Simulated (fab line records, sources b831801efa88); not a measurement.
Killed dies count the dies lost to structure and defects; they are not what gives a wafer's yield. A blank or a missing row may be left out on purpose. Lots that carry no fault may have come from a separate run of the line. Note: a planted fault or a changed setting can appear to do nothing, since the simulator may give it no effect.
Which tool did it? || flow sky130 || 13 lots, 39 wafers sampled, at 6 steps of a route of 708

## WHAT THE GAUGES SHOWED, per wafer
SKY_FIELD_ISO_THK_MEAS_25.
{"lot": "L744", "measured": "day 2 15:19", "on": "film_metro-02", "FIELD_ISO_CVD_24_THK (nm)": "601 585 599"}
{"lot": "L745", "measured": "day 2 19:34", "on": "film_metro-02", "FIELD_ISO_CVD_24_THK (nm)": "599 594 599"}
{"lot": "L746", "measured": "day 2 23:05", "on": "film_metro-02", "FIELD_ISO_CVD_24_THK (nm)": "589 596 595"}
{"lot": "L747", "measured": "day 3 03:54", "on": "film_metro-02", "FIELD_ISO_CVD_24_THK (nm)": "601 594 599"}
{"lot": "L750", "measured": "day 3 19:56", "on": "film_metro-02", "FIELD_ISO_CVD_24_THK (nm)": "607 597 604"}
{"lot": "L751", "measured": "day 4 02:37", "on": "film_metro-02", "FIELD_ISO_CVD_24_THK (nm)": "594 597 587"}
{"lot": "L758", "measured": "day 5 13:55", "on": "film_metro-03", "FIELD_ISO_CVD_24_THK (nm)": "589 596 591"}
{"lot": "L759", "measured": "day 5 18:19", "on": "film_metro-02", "FIELD_ISO_CVD_24_THK (nm)": "603 604 601"}
{"lot": "L760", "measured": "day 6 01:04", "on": "film_metro-02", "FIELD_ISO_CVD_24_THK (nm)": "602 609 604"}
{"lot": "L762", "measured": "day 6 12:06", "on": "film_metro-02", "FIELD_ISO_CVD_24_THK (nm)": "608 599 599"}
{"lot": "L763", "measured": "day 6 17:31", "on": "film_metro-02", "FIELD_ISO_CVD_24_THK (nm)": "612 599 601"}
{"lot": "L764", "measured": "day 6 21:34", "on": "film_metro-02", "FIELD_ISO_CVD_24_THK (nm)": "596 586 596"}
{"lot": "L766", "measured": "day 7 07:09", "on": "film_metro-02", "FIELD_ISO_CVD_24_THK (nm)": "599 596 598"}

SKY_NWELL_OVL_MEAS_10.
{"lot": "L744", "measured": "day 4 20:29", "on": "overlay-02", "NWELL_00_OVL (nm)": "-0.4 1.4 1.5"}
{"lot": "L745", "measured": "day 5 01:11", "on": "overlay-01", "NWELL_00_OVL (nm)": "1.5 1.1 -1.0"}
{"lot": "L746", "measured": "day 5 05:38", "on": "overlay-01", "NWELL_00_OVL (nm)": "-0.6 -1.7 -1.4"}
{"lot": "L747", "measured": "day 5 13:42", "on": "overlay-01", "NWELL_00_OVL (nm)": "-0.4 0.9 -0.1"}
{"lot": "L750", "measured": "day 6 06:14", "on": "overlay-02", "NWELL_00_OVL (nm)": "- - -"}
{"lot": "L751", "measured": "day 6 12:56", "on": "overlay-02", "NWELL_00_OVL (nm)": "1.6 -1.5 -1.5"}
{"lot": "L758", "measured": "day 8 04:38", "on": "overlay-02", "NWELL_00_OVL (nm)": "4.2 0.6 1.5"}
{"lot": "L759", "measured": "day 8 09:36", "on": "overlay-01", "NWELL_00_OVL (nm)": "1.6 2.6 0.8"}
{"lot": "L760", "measured": "day 8 16:06", "on": "overlay-02", "NWELL_00_OVL (nm)": "0.6 0.1 1.4"}
{"lot": "L762", "measured": "day 9 07:47", "on": "overlay-02", "NWELL_00_OVL (nm)": "0.0 -0.1 0.6"}
{"lot": "L763", "measured": "day 9 14:26", "on": "overlay-02", "NWELL_00_OVL (nm)": "-0.4 0.7 -0.3"}
{"lot": "L764", "measured": "day 9 17:50", "on": "overlay-01", "NWELL_00_OVL (nm)": "-1.2 -0.3 0.0"}
{"lot": "L766", "measured": "day 10 02:47", "on": "overlay-01", "NWELL_00_OVL (nm)": "-0.1 1.1 0.5"}

SKY_NWELL_TW_MEAS_15.
{"lot": "L744", "measured": "day 4 21:05", "on": "film_metro-01", "NWELL_TW": "1863 1864 1861"}
{"lot": "L745", "measured": "day 5 01:47", "on": "film_metro-01", "NWELL_TW": "1851 1861 1850"}
{"lot": "L746", "measured": "day 5 06:13", "on": "film_metro-02", "NWELL_TW": "1851 1852 1843"}
{"lot": "L747", "measured": "day 5 14:18", "on": "film_metro-01", "NWELL_TW": "1840 1837 1853"}
{"lot": "L750", "measured": "day 6 06:49", "on": "film_metro-01", "NWELL_TW": "30 31 31"}
{"lot": "L751", "measured": "day 6 13:32", "on": "film_metro-01", "NWELL_TW": "1855 1849 1853"}
{"lot": "L758", "measured": "day 8 05:13", "on": "film_metro-02", "NWELL_TW": "1833 1842 1843"}
{"lot": "L759", "measured": "day 8 10:11", "on": "film_metro-04", "NWELL_TW": "1845 1840 1834"}
{"lot": "L760", "measured": "day 8 16:41", "on": "film_metro-04", "NWELL_TW": "1822 1831 1833"}
{"lot": "L762", "measured": "day 9 08:23", "on": "film_metro-01", "NWELL_TW": "1845 1826 1840"}
{"lot": "L763", "measured": "day 9 15:02", "on": "film_metro-01", "NWELL_TW": "1844 1835 1841"}
{"lot": "L764", "measured": "day 9 18:25", "on": "film_metro-02", "NWELL_TW": "1851 1856 1854"}
{"lot": "L766", "measured": "day 11 03:46", "on": "film_metro-01", "NWELL_TW": "1843 1838 1836"}

SKY_NWELL_TW_MEAS_26.
{"lot": "L744", "measured": "day 5 15:20", "on": "film_metro-02", "NWELL_2_TW": "503.6 502.8 502.1"}
{"lot": "L745", "measured": "day 5 19:32", "on": "film_metro-01", "NWELL_2_TW": "502.6 503.1 505.1"}
{"lot": "L746", "measured": "day 6 00:25", "on": "film_metro-01", "NWELL_2_TW": "503.2 509.3 506.3"}
{"lot": "L747", "measured": "day 6 09:12", "on": "film_metro-02", "NWELL_2_TW": "499.1 499.6 502.3"}
{"lot": "L750", "measured": "day 7 02:02", "on": "film_metro-01", "NWELL_2_TW": "502.3 508.0 503.8"}
{"lot": "L751", "measured": "day 7 08:44", "on": "film_metro-02", "NWELL_2_TW": "497.0 501.8 499.7"}
{"lot": "L758", "measured": "day 9 02:16", "on": "film_metro-02", "NWELL_2_TW": "505.8 506.9 503.3"}
{"lot": "L759", "measured": "day 9 07:08", "on": "film_metro-02", "NWELL_2_TW": "506.1 505.0 504.6"}
{"lot": "L760", "measured": "day 9 13:50", "on": "film_metro-04", "NWELL_2_TW": "502.6 501.5 501.1"}
{"lot": "L762", "measured": "day 10 07:45", "on": "film_metro-02", "NWELL_2_TW": "500.0 499.1 500.7"}
{"lot": "L763", "measured": "day 10 12:53", "on": "film_metro-04", "NWELL_2_TW": "500.3 502.3 501.9"}
{"lot": "L764", "measured": "day 10 16:25", "on": "film_metro-01", "NWELL_2_TW": "505.1 503.8 501.7"}
{"lot": "L766", "measured": "day 12 03:11", "on": "film_metro-01", "NWELL_2_TW": "503.0 503.3 503.7"}

SKY_VT_ADJUST_HVTP_CD_MEAS_07 targets a cd of 380 nm.
{"lot": "L744", "measured": "day 6 10:07", "on": "cd_sem-01", "cd_nm (nm)": "377.2 376.3 377.4"}
{"lot": "L745", "measured": "day 6 14:30", "on": "cd_sem-02", "cd_nm (nm)": "378.5 375.9 377.0"}
{"lot": "L746", "measured": "day 6 20:17", "on": "cd_sem-02", "cd_nm (nm)": "378.3 380.0 377.9"}
{"lot": "L747", "measured": "day 7 04:34", "on": "cd_sem-02", "cd_nm (nm)": "382.3 381.8 382.2"}
{"lot": "L750", "measured": "day 7 22:32", "on": "cd_sem-01", "cd_nm (nm)": "380.4 383.1 377.8"}
{"lot": "L751", "measured": "day 8 04:34", "on": "cd_sem-02", "cd_nm (nm)": "374.2 376.8 377.4"}
{"lot": "L758", "measured": "day 10 00:41", "on": "cd_sem-01", "cd_nm (nm)": "381.2 383.4 382.8"}
{"lot": "L759", "measured": "day 10 05:57", "on": "cd_sem-01", "cd_nm (nm)": "379.1 380.3 379.3"}
{"lot": "L760", "measured": "day 10 12:15", "on": "cd_sem-01", "cd_nm (nm)": "376.9 377.6 374.0"}
{"lot": "L762", "measured": "day 11 07:20", "on": "cd_sem-01", "cd_nm (nm)": "381.9 382.1 380.4"}
{"lot": "L763", "measured": "day 11 12:44", "on": "cd_sem-02", "cd_nm (nm)": "380.1 377.2 376.8"}
{"lot": "L764", "measured": "day 11 15:59", "on": "cd_sem-02", "cd_nm (nm)": "377.6 378.7 376.3"}
{"lot": "L766", "measured": "day 13 04:37", "on": "cd_sem-02", "cd_nm (nm)": "377.6 378.9 377.6"}

## TOOL THAT RAN EACH LOT (tool first, then ch and the chambers of the sampled wafers, then the start)
{"lot": "L744", "SKY_NWELL_EXPOSE_07": "iline_stepper-01 ch 0, day 4 12:34"}
{"lot": "L745", "SKY_NWELL_EXPOSE_07": "iline_stepper-01 ch 0, day 4 18:00"}
{"lot": "L746", "SKY_NWELL_EXPOSE_07": "iline_stepper-01 ch 0, day 4 21:05"}
{"lot": "L747", "SKY_NWELL_EXPOSE_07": "iline_stepper-02 ch 0, day 5 05:05"}
{"lot": "L750", "SKY_NWELL_EXPOSE_07": "iline_stepper-01 ch 0, day 5 20:37"}
{"lot": "L751", "SKY_NWELL_EXPOSE_07": "iline_stepper-02 ch 0, day 6 04:08"}
{"lot": "L758", "SKY_NWELL_EXPOSE_07": "iline_stepper-01 ch 0, day 7 19:22"}
{"lot": "L759", "SKY_NWELL_EXPOSE_07": "iline_stepper-02 ch 0, day 7 23:59"}
{"lot": "L760", "SKY_NWELL_EXPOSE_07": "iline_stepper-01 ch 0, day 8 05:38"}
{"lot": "L762", "SKY_NWELL_EXPOSE_07": "iline_stepper-01 ch 0, day 8 21:08"}
{"lot": "L763", "SKY_NWELL_EXPOSE_07": "iline_stepper-02 ch 0, day 9 03:18"}
{"lot": "L764", "SKY_NWELL_EXPOSE_07": "iline_stepper-01 ch 0, day 9 06:19"}
{"lot": "L766", "SKY_NWELL_EXPOSE_07": "iline_stepper-01 ch 0, day 9 16:42"}
- SKY_NWELL_EXPOSE_07: exposes mask NWM, target cd 840 nm.

## WHAT THE TOOLS THEMSELVES READ (means of the sampled wafers that have a number; where no wafer has one, the mark that the record gives instead)
SKY_NWELL_EXPOSE_07.
{"lot": "L744", "tool": "iline_stepper-01", "exposure_dose_mJ_cm2": 254.92, "reticle_temp_C (C)": 22.93}
{"lot": "L745", "tool": "iline_stepper-01", "exposure_dose_mJ_cm2": 255.12, "reticle_temp_C (C)": 22.93}
{"lot": "L746", "tool": "iline_stepper-01", "exposure_dose_mJ_cm2": 254.93, "reticle_temp_C (C)": 23.02}
{"lot": "L747", "tool": "iline_stepper-02", "exposure_dose_mJ_cm2": 254.98, "reticle_temp_C (C)": 23.12}
{"lot": "L750", "tool": "iline_stepper-01", "exposure_dose_mJ_cm2": 255.10, "reticle_temp_C (C)": 23.00}
{"lot": "L751", "tool": "iline_stepper-02", "exposure_dose_mJ_cm2": 255.29, "reticle_temp_C (C)": 22.90}
{"lot": "L758", "tool": "iline_stepper-01", "exposure_dose_mJ_cm2": 255.04, "reticle_temp_C (C)": 23.00}
{"lot": "L759", "tool": "iline_stepper-02", "exposure_dose_mJ_cm2": 254.96, "reticle_temp_C (C)": 23.10}
{"lot": "L760", "tool": "iline_stepper-01", "exposure_dose_mJ_cm2": 255.02, "reticle_temp_C (C)": 22.99}
{"lot": "L762", "tool": "iline_stepper-01", "exposure_dose_mJ_cm2": 255.06, "reticle_temp_C (C)": 22.99}
{"lot": "L763", "tool": "iline_stepper-02", "exposure_dose_mJ_cm2": 254.72, "reticle_temp_C (C)": 22.79}
{"lot": "L764", "tool": "iline_stepper-01", "exposure_dose_mJ_cm2": 254.78, "reticle_temp_C (C)": 23.05}
{"lot": "L766", "tool": "iline_stepper-01", "exposure_dose_mJ_cm2": 255.09, "reticle_temp_C (C)": 23.22}

## THE ANSWER, worked out from the rows above alone
Rule: usual is defined by the lots themselves. The widest of any qualifying gaps counts: lots, ordered by their means at a reading, are off when they make up no more than a third of the lots, leave a main group of 4 or more, and stand apart from it by 3 or more times the standard deviation of that group's means. If all means in a main group match to the digits the tables above print for the reading, that group is not used. A lot without any number at a reading at which 4 lots or more have one is off too. Where the step has rows for the other lots, those lots are counted as sound. The gauges are gone through in route order, then the tools' own readings, and for those a lot's mean is taken as printed above. At the first step where some lot is off, the reading lying furthest off is the one used; lots without a number count as furthest.
Off: L750, at SKY_NWELL_OVL_MEAS_10 (NWELL_00_OVL). Without a number there: L750. For the main group the mean is 0.4 nm and the standard deviation 0.88.
If a tool, at a process step before that reading, ran all the lots that are off and no sound lot after the first of them, it fits. Not tried: the gauges at SKY_NWELL_OVL_MEAS_10; whatever is off there is also off at SKY_NWELL_TW_MEAS_15, on other tools, and gauge error can't account for it. Of those tried, none fits.

## WHAT THE SIMULATOR HAD INSERTED
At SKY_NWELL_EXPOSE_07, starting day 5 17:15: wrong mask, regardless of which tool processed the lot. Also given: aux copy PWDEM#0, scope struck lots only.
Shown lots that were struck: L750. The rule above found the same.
